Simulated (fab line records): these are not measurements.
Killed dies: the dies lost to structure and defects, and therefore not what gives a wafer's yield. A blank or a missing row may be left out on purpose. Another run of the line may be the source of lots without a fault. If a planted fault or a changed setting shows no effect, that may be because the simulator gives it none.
A lot that was struck, set against a sound lot | flow sky130 | 18 out of 708 route steps
Sound: these wafers, L893.1, L893.3, L893.4. The struck wafers were L906.1, L906.2, L906.5. The cause is named last.
At each step with rows: each side's tool, then ch and its chambers, then its first start. Under that, the readings that differ: sound wafers | struck wafers | difference of the means | sigmas: that difference in standard deviations of wafers without a fault.
alike: readings with means less than 2 such deviations apart, plus words and numbers identical on both sides. not compared: withheld readings, readings lacking a value on some wafer, bounds such as >300 that could conceal the same value, and numbers that have no deviation in the record and whose values overlap.
The two part at a step that has a row with sigmas, a row that says differs or no value, or rows on one side only. Non-overlapping numbers with no deviation appear without sigmas and do not part them. Lack of a reading on every wafer of one side parts them only where that side has two or more wafers.

first, 1 step without rows for these wafers: SKY_VT_ADJUST_PCH_IMPLANT_08.
SKY_VT_ADJUST_PCH_STRIP_09: strips in O2/N2.
  sound on plasmaAsher-03 ch 0,1, day 13 00:47; struck on plasmaAsher-03 ch 0,1, day 17 06:08
  alike: drypumpMotorCurrentA, o2FlowSccm, oesProductAu, stripTimeToEndpointS
  not compared: rfHoursCounterH
SKY_VT_ADJUST_PCH_TW_MEAS_10:
  struck on filmMetro-02, day 17 06:14; sound on filmMetro-03, day 13 00:53
reading          | sound             | struck            | difference | sigmas
VT_ADJUST_PCH_TW | 140.0 140.1 140.8 | 144.4 144.1 144.2 | +3.9       | +2
then, 7 steps without rows for these wafers: SKY_SONOS_TUNNEL_DEHYDRATE_00 (time 60 s); SKY_SONOS_TUNNEL_HMDS_01 (prime time 60 s); SKY_SONOS_TUNNEL_COAT_02 (resist thk 1140 nm); SKY_SONOS_TUNNEL_SOFTBAKE_03 (time 60 s); SKY_SONOS_TUNNEL_EXPOSE_04 (exposes mask TUNM, target cd 410 nm); SKY_SONOS_TUNNEL_PEB_05; SKY_SONOS_TUNNEL_DEVELOP_06 (develop time 60 s).
SKY_SONOS_TUNNEL_CD_MEAS_07: the cd target is 410 nm.
  struck on cdSem-01, day 18 12:04; sound on cdSem-01, day 14 02:50
  alike: cdNm
SKY_SONOS_TUNNEL_OVL_MEAS_08:
  struck on overlay-02, day 18 12:11; sound on overlay-02, day 14 02:58
reading               | sound       | struck         | difference | sigmas
SONOS_TUNNEL_OVL (nm) | 0.7 0.1 1.8 | -2.1 -1.4 -1.6 | -2.6       | -2
SKY_SONOS_TUNNEL_IMPLANT_09:
  sound on implanter-02 ch 0, day 14 03:00; struck on implanter-02 ch 0, day 18 12:14
reading          | sound                          | struck                      | difference | sigmas
beamOnS (s)      | 9.67 9.78 10.06                | 10.13 10.26 10.21           | +0.36      | +2
doseIonsCm2      | 1.0006e+12 9.995e+11 9.996e+11 | 1.008e+11 9.96e+10 9.84e+10 | -9.003e+11 | -99 or more
faradayCurrentUA | 5.83 5.79 5.62                 | 0.56 0.55 0.55              | -5.19      | -52
then, 2 steps without rows for these wafers: SKY_SONOS_TUNNEL_WET_ETCH_10 (etches SiO2 in dHF, target depth 14 nm, time 280 s); SKY_SONOS_TUNNEL_STRIP_11 (strips in SPM, time 600 s).
SKY_SONOS_TUNNEL_TW_MEAS_12:
  struck on filmMetro-01, day 18 12:39; sound on filmMetro-04, day 14 03:25
reading         | sound             | struck            | difference | sigmas
SONOS_TUNNEL_TW | 199.7 199.7 198.8 | 110.1 110.1 110.5 | -89.2      | -45
then, 1 step without rows for these wafers: SKY_SONOS_TUNNEL_CLEAN_13 (cleans in dHF, time 20 s).
-- here the record skips 32 days between the struck wafers' starts before and after, leaving off in module SONOS_TUNNEL and picking up in module PAD_OPEN (first step shown: number 708 of the route) --
SKY_PAD_OPEN_PROBE_99:
  struck on prober-01, day 50 15:34; sound on prober-02, day 48 01:32
reading                                 | sound                  | struck                  | difference | sigmas
model.etest.tipSonos.rsOhmSq            | 2584 2628 2581         | 2512 2484 2474          | -108       | 
model.etest.sonosUncharged.rOnOhmUm     | 821.6 797.9 806.1      | 731.8 733.8 738.2       | -73.9      | 
model.etest.sonosProgrammed.offLog10AUm | -13.8 -14.04 -13.84    | -10.71 -10.09 -10.87    | +3.34      | 
model.etest.sonosProgrammed.vtV (V)     | 1.47 1.474 1.475       | 1.18 1.123 1.21         | -0.30      | 
model.etest.sonosBaked.vtV (V)          | 0.9637 0.9716 1.009    | 0.7346 0.7237 0.6686    | -0.2725    | 
model.etest.sonosUncharged.vtV (V)      | -0.3887 -0.4939 -0.442 | -0.6929 -0.7026 -0.6859 | -0.2523    | 
model.etest.sonosErased.vtV (V)         | -2.27 -2.264 -2.287    | -2.481 -2.444 -2.479    | -0.194     | 
  alike: killed_at_M0_to_M3, killed_at_M4_up, killedAtContacts, killedAtFrontEnd, killedAtOther, killedDies, killedOpen, killedShort
  not compared: model.etest.sonosErased.driveUaUm

WHERE THEY PART
Earliest at SKY_VT_ADJUST_PCH_TW_MEAS_10; latest, in this record, at SKY_SONOS_TUNNEL_TW_MEAS_12. Later steps at which nothing parts them and some readings are alike: SKY_PAD_OPEN_PROBE_99.

WHY: whatever the simulator had introduced
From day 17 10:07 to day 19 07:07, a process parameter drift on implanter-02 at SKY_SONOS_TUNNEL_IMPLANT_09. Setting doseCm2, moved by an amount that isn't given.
